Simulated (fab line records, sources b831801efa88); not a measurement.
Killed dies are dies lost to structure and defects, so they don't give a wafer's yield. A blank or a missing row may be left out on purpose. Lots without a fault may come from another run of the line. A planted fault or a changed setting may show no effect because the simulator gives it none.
A struck lot beside a sound one | flow gf180mcu | 15 steps out of a route of 602
Sound: wafers L975.2, L975.5, L975.6. Struck: wafers L983.1, L983.3, L983.4. The cause comes at the end.
At each step with rows: each side's tool, then ch and its chambers, then its first start. Under that, the readings that differ: sound wafers | struck wafers | difference of the means | sigmas: that difference in standard deviations of wafers without a fault.
alike: readings whose means differ by less than 2 such deviations, and words and numbers that are the same on both sides. not compared: withheld readings, readings that some wafer has no value for, bounds like >300 that may hide the same value, and numbers for which the record gives no deviation and whose values overlap.
The two part at a step that has a row with sigmas, a row that says differs or no value, or rows on one side only. Numbers that don't overlap but have no deviation are shown without sigmas and don't part them. A reading that every wafer of one side lacks parts them only if that side has two wafers or more.

first, 3 steps without rows for these wafers: GF_CONTACT_EXPOSE_11 (exposes mask Contact, target cd 220 nm); GF_CONTACT_PEB_12 (peb time 90 s); GF_CONTACT_DEVELOP_13 (develop time 60 s).
GF_CONTACT_CD_MEAS_14: target cd 220 nm.
  sound on cd_sem-01, day 16 17:07; struck on cd_sem-02, day 20 11:23
  alike: cd_nm
GF_CONTACT_OVL_MEAS_15:
  sound on overlay-01, day 16 17:13; struck on overlay-02, day 20 11:31
  alike: CONTACT_OVL
GF_CONTACT_ETCH_16: etches BARC in N2/H2.
  sound on rie_diel-01 ch 2,3, day 16 17:15; struck on rie_diel-01 ch 0,1,3, day 20 11:33
  alike: drypump_motor_current_A, h2_flow_sccm, oes_product_au, throttle_valve_pct
GF_CONTACT_ETCH_17: etches SiO2 in C4F8/O2/Ar, stops on CoSi2, target depth 860 nm.
  sound on rie_diel-01 ch 2,3; struck on rie_diel-01 ch 0,1,3
  alike: oes_product_au
GF_CONTACT_STRIP_18: strips in O2/N2.
  sound on plasma_asher-04 ch 0,1, day 16 17:25; struck on plasma_asher-04 ch 0,1, day 20 11:43
  alike: drypump_motor_current_A, heater_power_w, oes_product_au
  not compared: rf_hours_counter_h
then, 3 steps without rows for these wafers: GF_CONTACT_CLEAN_19 (cleans in SPM); GF_CONTACT_CLEAN_20 (cleans in DIW); GF_CONTACT_CLEAN_21 (cleans in dHF, time 20 s).
GF_CONTACT_SPUTTER_22: material Ti, target thk 15 nm, time 80.02 s.
  sound on pvd_sputter-02, day 16 17:43; struck on pvd_sputter-02, day 20 12:02
  alike: cathode_dc_power_W, throttle_valve_pct
GF_CONTACT_SPUTTER_23: material TiN, target thk 10 nm, time 40 s.
  sound on pvd_sputter-02, day 16 17:46; struck on pvd_sputter-02, day 20 12:05
  reading                                     | sound                | struck               | difference | sigmas
  cathode_dc_power_W (W)                      | 4000.3 4000.4 4000.2 | 3854.8 3854.8 3852.9 | -146.1     | -99 or more
  model.TiN_of_CONTACT_SPUTTER_23.thk_nm (nm) | 10.14 10.19 10.43    | 9.475 9.646 9.599    | -0.680     |
  alike: throttle_valve_pct
GF_CONTACT_CVD_24: deposits W, target thk 300 nm, time 90.339 s.
  sound on cvd_w-02 ch 0,1, day 16 17:49; struck on cvd_w-01 ch 0,1, day 20 12:08
  alike: heater_power_w, susceptor_temp_C
-- the record jumps here: 12 days lie between the struck wafers' starts before and after (it left off in module CONTACT and takes up again in module PASSIVATION, whose first step shown is number 602 of the route) --
GF_PASSIVATION_PROBE_99:
  the record has rows for the struck wafers here (prober-01, day 32 14:52) and none for the sound ones

WHERE THEY PART
First at GF_CONTACT_SPUTTER_23; last, within this record, at GF_PASSIVATION_PROBE_99.

WHY: what the simulator had put in
Process parameter drift: pvd_sputter-02, from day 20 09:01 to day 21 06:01, at GF_CONTACT_SPUTTER_23. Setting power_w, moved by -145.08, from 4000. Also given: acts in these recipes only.
